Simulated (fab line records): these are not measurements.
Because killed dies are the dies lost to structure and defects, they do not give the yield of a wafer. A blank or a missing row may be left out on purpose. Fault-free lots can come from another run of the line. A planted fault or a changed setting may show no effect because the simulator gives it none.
fab line records	flow sky130
record: lots: 9	wafers: 27	last-day: 50
route steps=708 shown PWDE@52 NWELL@76 VT_ADJUST_LVTN@115 VT_ADJUST_NCORE@128 PAD_OPEN@708
lots with no fault: from the same line, run without faults
start-h: the number of hours between the record's first day and the start of the first shown wafer of the lot	wait-h: hours since the lot's step before	" identical to the entry in the row above	L1.1+2: a single row standing in for several wafers	- value missing, or start not given	* or withheld: withheld	< > ~ a bound
route shown NAME@n: names a module that has steps shown in the file, with the first one's number in the route	usual: mean/standard deviation taken from wafers without a fault	same: alike in all rows	chamber/n: place in a boat	sites: per-site readings	_std_site: the standard deviation of these	_edge_site: inner sites' mean taken away from outer sites' mean	radius-mm: how far each site lies from the wafer's centre	mask NAME#n: copy n	behind: the most recent tool/chamber to have shaped the wafer	hold: reason for holding the lot/hours on hold/outcome of the hold	device: the transistor (n, p or np) that didn't switch	end of line: the tests these same wafers got at the end of their route	for a step that has no rows: nothing shown but its recipe	killed: at the first sort, the dies lost to defects and structure; wafer yield is something else	map: a wafer's dies, x killed, . not, _ none there
set.NAME: the setting as run; set.NAME@STEP: as run at that earlier step	model.NAME: the simulator's own value behind a step, which no gauge read
route steps across a sampled set of lots; one table per step, one row per wafer
services: from which hour (start-h, from the record's first day; less than 0 if before it) a tool's chamber was out of use, for how many hours, and why
== steps ==
step: SKY_PWDE_OVL_MEAS_07
usual: PWDE_OVL: 0.2/1.3
lot.wafer	tool	chamber	start-h	wait-h	PWDE_OVL[nm]
L465.3	overlay-02	-	67.36	-	-0.8
L465.4	"	-	"	"	-0.3
L465.5	"	-	"	"	1.4
L466.1	overlay-01	-	71.84	-	0.3
L466.4	"	-	"	"	2.0
L466.6	"	-	"	"	1.2
L467.1	overlay-02	-	77.29	-	-0.7
L467.5	"	-	"	"	-1.5
L467.6	"	-	"	"	-2.6
L475.1	overlay-01	-	124.80	-	-0.3
L475.4	"	-	"	"	0.8
L475.6	"	-	"	"	0.4
L477.4	overlay-02	-	136.61	-	0.2
L477.5	"	-	"	"	-0.7
L477.6	"	-	"	"	-0.4
L479.3	overlay-02	-	144.75	-	1.1
L479.4	"	-	"	"	1.5
L479.6	"	-	"	"	1.3
L480.2	overlay-02	-	156.62	-	-1.3
L480.3	"	-	"	"	0.4
L480.5	"	-	"	"	-2.8
L487.1	overlay-01	-	190.10	-	-0.8
L487.2	"	-	"	"	0.3
L487.5	"	-	"	"	-1.5
L488.1	overlay-01	-	203.87	-	-0.6
L488.2	"	-	"	"	-2.1
L488.4	"	-	"	"	-3.5
step: SKY_NWELL_OVL_MEAS_23
usual: NWELL_01_OVL: -0.4/1.6
lot.wafer	tool	chamber	start-h	wait-h	NWELL_01_OVL[nm]
L465.3	overlay-01	-	103.13	-	0.1
L465.4	"	-	"	"	0.5
L465.5	"	-	"	"	-0.2
L466.1	overlay-02	-	107.74	-	-1.9
L466.4	"	-	"	"	-1.2
L466.6	"	-	"	"	0.0
L467.1	overlay-01	-	113.44	-	-0.3
L467.5	"	-	"	"	0.8
L467.6	"	-	"	"	0.0
L475.1	overlay-01	-	162.69	-	-2.0
L475.4	"	-	"	"	-4.3
L475.6	"	-	"	"	-1.7
L477.4	overlay-02	-	178.26	-	-0.9
L477.5	"	-	"	"	-1.0
L477.6	"	-	"	"	-1.5
L479.3	overlay-02	-	182.88	-	-2.2
L479.4	"	-	"	"	0.4
L479.6	"	-	"	"	-1.2
L480.2	overlay-01	-	198.84	-	0.5
L480.3	"	-	"	"	-0.5
L480.5	"	-	"	"	-1.4
L487.1	overlay-02	-	235.12	-	2.3
L487.2	"	-	"	"	2.3
L487.5	"	-	"	"	1.6
L488.1	overlay-02	-	249.89	-	-1.6
L488.2	"	-	"	"	0.5
L488.4	"	-	"	"	-0.3
step: SKY_VT_ADJUST_LVTN_OVL_MEAS_18
usual: VT_ADJUST_LVTN_01_OVL: -1.0/1.3
lot.wafer	tool	chamber	start-h	wait-h	VT_ADJUST_LVTN_01_OVL[nm]
L465.3	overlay-01	-	160.76	0.1	0.8
L465.4	"	-	"	"	-0.1
L465.5	"	-	"	"	0.1
L466.1	overlay-02	-	162.35	0.1	-1.1
L466.4	"	-	"	"	-2.0
L466.6	"	-	"	"	-2.5
L467.1	overlay-01	-	176.64	0.1	-1.6
L467.5	"	-	"	"	-1.3
L467.6	"	-	"	"	-0.4
L475.1	overlay-01	-	229.39	0.1	-2.1
L475.4	"	-	"	"	-1.8
L475.6	"	-	"	"	-2.6
L477.4	overlay-01	-	245.47	0.1	-1.4
L477.5	"	-	"	"	0.6
L477.6	"	-	"	"	-0.2
L479.3	overlay-02	-	251.51	0.1	-2.0
L479.4	"	-	"	"	-2.3
L479.6	"	-	"	"	-0.6
L480.2	overlay-02	-	267.51	0.1	-1.6
L480.3	"	-	"	"	-1.5
L480.5	"	-	"	"	-2.5
L487.1	overlay-01	-	309.44	0.1	-2.4
L487.2	"	-	"	"	-2.6
L487.5	"	-	"	"	-1.0
L488.1	overlay-01	-	325.44	0.1	-1.6
L488.2	"	-	"	"	0.3
L488.4	"	-	"	"	-0.4
step: SKY_VT_ADJUST_NCORE_IMPLANT_09
recipe: species: B	energy-kev: 10	dose-cm2: 2.4e+12	tilt-deg: withheld
usual: beam-energy-keV: 9.999/0.0036
lot.wafer	tool	chamber	start-h	wait-h	beam-energy-keV
L465.3	implanter-04	0	181.50	0.1	9.999
L465.4	"	0	"	"	9.993
L465.5	"	0	"	"	9.997
L466.1	implanter-04	0	183.32	0.0	9.997
L466.4	"	0	"	"	10.000
L466.6	"	0	"	"	10.001
L467.1	implanter-03	0	197.85	0.0	10.003
L467.5	"	0	"	"	10.005
L467.6	"	0	"	"	10.002
L475.1	implanter-03	0	252.89	0.0	7.300
L475.4	"	0	"	"	7.299
L475.6	"	0	"	"	7.304
L477.4	implanter-03	0	270.38	0.1	7.304
L477.5	"	0	"	"	7.299
L477.6	"	0	"	"	7.299
L479.3	implanter-02	0	276.17	0.1	9.998
L479.4	"	0	"	"	9.998
L479.6	"	0	"	"	10.000
L480.2	implanter-02	0	291.62	0.0	10.001
L480.3	"	0	"	"	9.997
L480.5	"	0	"	"	9.996
L487.1	implanter-02	0	335.79	0.0	10.001
L487.2	"	0	"	"	10.003
L487.5	"	0	"	"	10.001
L488.1	implanter-03	0	352.62	0.0	10.002
L488.2	"	0	"	"	9.999
L488.4	"	0	"	"	9.996
step: SKY_VT_ADJUST_NCORE_TW_MEAS_11
usual: VT_ADJUST_NCORE_TW: 219.7/2.6
lot.wafer	tool	chamber	start-h	wait-h	VT_ADJUST_NCORE_TW
L465.3	film-metro-04	-	181.72	0.1	224.3
L465.4	"	-	"	"	224.1
L465.5	"	-	"	"	222.9
L466.1	film-metro-02	-	183.57	0.1	217.4
L466.4	"	-	"	"	216.9
L466.6	"	-	"	"	218.1
L467.1	film-metro-03	-	198.10	0.1	218.0
L467.5	"	-	"	"	218.8
L467.6	"	-	"	"	218.3
L475.1	film-metro-04	-	253.14	0.1	208.6
L475.4	"	-	"	"	207.4
L475.6	"	-	"	"	207.6
L477.4	film-metro-02	-	270.58	0.1	203.8
L477.5	"	-	"	"	204.2
L477.6	"	-	"	"	204.0
L479.3	film-metro-03	-	276.39	0.1	217.2
L479.4	"	-	"	"	217.9
L479.6	"	-	"	"	217.0
L480.2	film-metro-03	-	291.85	0.1	217.6
L480.3	"	-	"	"	218.1
L480.5	"	-	"	"	217.7
L487.1	film-metro-03	-	336.04	0.1	217.6
L487.2	"	-	"	"	217.3
L487.5	"	-	"	"	217.3
L488.1	film-metro-02	-	352.87	0.1	215.2
L488.2	"	-	"	"	215.7
L488.4	"	-	"	"	215.4
step: SKY_PAD_OPEN_PROBE_99
usual: killed_at_M0_to_M3: 45/7.5	killed_at_M4_up: 3.2/1.8	killed-at-contacts: 24/4.9	killed-at-front-end: 15/4.4	killed-at-other: 0.3/0.54	killed-dies: 87/9.8	killed-open: 47/6.4	killed-short: 40/6.5
same: gross-dies: 492	killed-at-back-side: 0
lot.wafer	tool	chamber	start-h	wait-h	killed_at_M0_to_M3	killed_at_M4_up	killed-at-contacts	killed-at-front-end	killed-at-other	killed-dies	killed-open	killed-short
L475.1	prober-01	-	1143.02	0.1	48	2	18	26	0	94	44	50
L475.4	prober-01	-	1143.17	0.2	43	4	27	13	0	87	47	40
L475.6	prober-01	-	1143.27	0.2	52	1	25	23	0	101	53	48
L477.5	prober-01	-	1150.86	0.2	44	5	23	17	0	89	47	41
killed by level:class
L475.1 VIA1:geometric-particle:open=11 FIELD_ISO:geometric-particle:short=8 METAL1:geometric-particle:short=7 POLY_GATE:geometric-particle:short=6 LI_CONTACT:geometric-particle:open=6 VIA2:geometric-particle:open=6 POLY_GATE:geometric-particle:open=5 CONTACT:geometric-particle:open=5
L475.4 VIA2:geometric-particle:open=9 CONTACT:geometric-particle:short=7 VIA3:geometric-particle:open=7 LI_CONTACT:geometric-particle:open=6 LOCAL_INTERCONNECT:geometric-particle:short=6 VIA3:geometric-particle:short=6 METAL1:geometric-particle:open=5 FIELD_ISO:geometric-particle:open=4
L475.6 VIA1:geometric-particle:short=11 CONTACT:geometric-particle:open=9 VIA1:geometric-particle:open=9 FIELD_ISO:geometric-particle:open=7 METAL2:geometric-particle:short=7 POLY_GATE:geometric-particle:open=6 LI_CONTACT:geometric-particle:open=6 LOCAL_INTERCONNECT:geometric-particle:short=6
L477.5 VIA1:geometric-particle:open=12 VIA2:geometric-particle:open=11 CONTACT:geometric-particle:open=9 METAL1:geometric-particle:short=6 FIELD_ISO:geometric-particle:short=5 CONTACT:geometric-particle:short=5 METAL2:geometric-particle:short=5 METAL4:geometric-particle:short=5
== services ==
tool	chamber	start-h	hours	kind
implanter-02	-	184.82	1.2	repair
implanter-02	-	194.16	19.7	pm
implanter-02	-	232.36	0.6	repair
implanter-02	-	257.29	1.1	repair
implanter-04	-	304.99	13.9	repair
implanter-03	-	310.73	2.2	repair
implanter-02	-	316.07	3.9	pm
implanter-04	-	322.29	2.2	repair
implanter-02	-	329.02	3.1	pm
implanter-04	-	332.83	4.3	pm
implanter-04	-	340.87	0.6	repair
implanter-02	-	350.05	2.1	repair
== key ==
first-sign: step: SKY_VT_ADJUST_NCORE_IMPLANT_09	reading: beam-energy-keV	direction: down	sigmas: 99+	usual: *	struck: *
effect: step: SKY_VT_ADJUST_NCORE_TW_MEAS_11	reading: VT_ADJUST_NCORE_TW	direction: down	sigmas: 5.2	usual: 219.7	struck: 205.9
met-at SKY_VT_ADJUST_NCORE_IMPLANT_09
struck-lots L475,L477
tester-left-out L475,L477
not-acting-at SKY_PWDE_OVL_MEAS_07,SKY_NWELL_OVL_MEAS_23,SKY_VT_ADJUST_LVTN_OVL_MEAS_18
onset-between 197.85 252.89
fault: kind: process-parameter-drift	tool: implanter-03	chamber: -	onset-h: 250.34	steps: SKY_VT_ADJUST_NCORE_IMPLANT_09	channel: energy-kev	offset: *	shape: step	end-h: 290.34	acts-in: *	stated: *
tester-left-out: of these lots the tester's yield and bins aren't shown, on N5 and GAA mostly nor the transistor test; their killed dies are dies lost to structure and defects alone, not to doping, threshold or leakage, so they don't give the yield
